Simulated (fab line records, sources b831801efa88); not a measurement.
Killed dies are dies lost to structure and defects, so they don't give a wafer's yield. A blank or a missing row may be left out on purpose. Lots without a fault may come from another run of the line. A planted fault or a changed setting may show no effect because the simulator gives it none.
Which tool did it? | flow gf180mcu | 6 lots, 17 wafers sampled, at 2 steps of a route of 602

WHAT THE GAUGES READ, wafer by wafer
GF_STI_THK_MEAS_24.
lot  | measured    | on            | STI_CVD_23_THK (nm)
L177 | day 2 21:56 | film_metro-01 | 645 630 643
L182 | day 3 23:25 | film_metro-04 | 650 667 646
L185 | day 4 12:56 | film_metro-02 | 640 658 641
L187 | day 4 22:55 | film_metro-04 | 640 631
L190 | day 5 13:27 | film_metro-02 | 675 658 656
L192 | day 6 01:41 | film_metro-01 | 587 608 601 587 607 602

WHICH TOOL RAN EACH LOT (tool, then ch and the chambers of the sampled wafers, then the start)
lot  | GF_STI_CVD_23
L177 | hdpcvd-02 ch 0,1, day 2 21:51
L182 | hdpcvd-01 ch 0,2, day 3 23:20
L185 | hdpcvd-02 ch 1,2, day 4 12:52
L187 | hdpcvd-02 ch 0,1, day 4 22:49
L190 | hdpcvd-01 ch 0,1,2, day 5 13:23
L192 | hdpcvd-02 ch 0,1,2, day 6 01:36
- GF_STI_CVD_23: deposits SiO2, target thk 650 nm, time 108.3 s.

THE ANSWER, worked out from the rows above alone
Rule: what is usual is taken from the lots themselves. Put in order of their means at a reading, lots are off if they are a third of the lots or fewer, leave a main group of 4 or more, and stand apart from it by a gap of 3 or more times the standard deviation of the main group's means; of several such gaps the widest counts. A main group whose means are all the same, to the digits that the tables above print for the reading, isn't used. A lot without any number at a reading at which 4 lots or more have one is off too. The other lots that the step has rows for count as sound.
Off: L192, at GF_STI_THK_MEAS_24 (STI_CVD_23_THK). The main group: mean 648 nm, standard deviation 10.
A tool fits if, at a process step before that reading, it ran every lot that is off, and no sound lot after the first of them. The gauges at GF_STI_THK_MEAS_24 are tried like those tools. Can't be told from this: 2 tools fit, hdpcvd-02 at GF_STI_CVD_23, film_metro-01 at GF_STI_THK_MEAS_24.

WHAT THE SIMULATOR HAD PUT IN
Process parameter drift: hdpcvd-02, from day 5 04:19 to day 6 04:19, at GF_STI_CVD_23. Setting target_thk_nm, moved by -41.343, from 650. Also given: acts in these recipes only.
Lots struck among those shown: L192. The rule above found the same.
